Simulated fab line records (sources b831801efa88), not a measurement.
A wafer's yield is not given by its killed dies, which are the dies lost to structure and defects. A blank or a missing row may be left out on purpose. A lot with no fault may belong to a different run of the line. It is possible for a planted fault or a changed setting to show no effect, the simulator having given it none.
What tool caused it? -- flow sky130 -- route of 708 steps, sampled at 1 step: 11 lots, 31 wafers

== WHAT EACH GAUGE READ, for each wafer ==
SKY_LDD_LDN_OVL_MEAS_07.
lot,measured,on,LDD_LDN_OVL (nm)
L640,day 23 07:55,overlay-01,0.5 0.2 0.2
L641,day 23 14:55,overlay-01,1.0 -0.3 -0.1
L642,day 23 19:49,overlay-02,0.3 3.3 0.4
L645,day 25 21:49,overlay-02,0.7 -0.7 0.5
L650,day 27 06:26,overlay-02,0.9 -1.1
L651,day 27 11:27,overlay-02,-0.8 -0.5
L654,day 29 00:43,overlay-02,1.0 2.4 0.6
L658,day 29 11:44,overlay-01,1.8 1.1 2.9
L660,day 29 22:40,overlay-02,-0.6 -2.3 -2.0
L661,day 30 16:25,overlay-01,-0.3 0.8 1.4
L662,day 30 19:04,overlay-02,3.1 1.8 0.5

== WHICH TOOL RAN EACH LOT (tool, then ch and the chambers of the sampled wafers, then the start) ==
The record holds no process step before these readings.

== THE ANSWER, worked out from the rows above alone ==
Rule: usual is defined by the lots themselves. Put in order of their means at a reading, lots are off if they are a third of the lots or fewer, leave a main group of 4 or more, and stand apart from it by a gap of 3 or more times the standard deviation of the main group's means; of several such gaps the widest counts. The tables above print the reading to a certain number of digits; a main group whose means all agree to those digits is not used. Also off: a lot with no number at a reading for which 4 or more lots have one. Any other lot the step has rows for is counted as sound.
No lot is off at any reading shown: from this, nothing can be told.

== WHAT THE SIMULATOR PUT IN ==
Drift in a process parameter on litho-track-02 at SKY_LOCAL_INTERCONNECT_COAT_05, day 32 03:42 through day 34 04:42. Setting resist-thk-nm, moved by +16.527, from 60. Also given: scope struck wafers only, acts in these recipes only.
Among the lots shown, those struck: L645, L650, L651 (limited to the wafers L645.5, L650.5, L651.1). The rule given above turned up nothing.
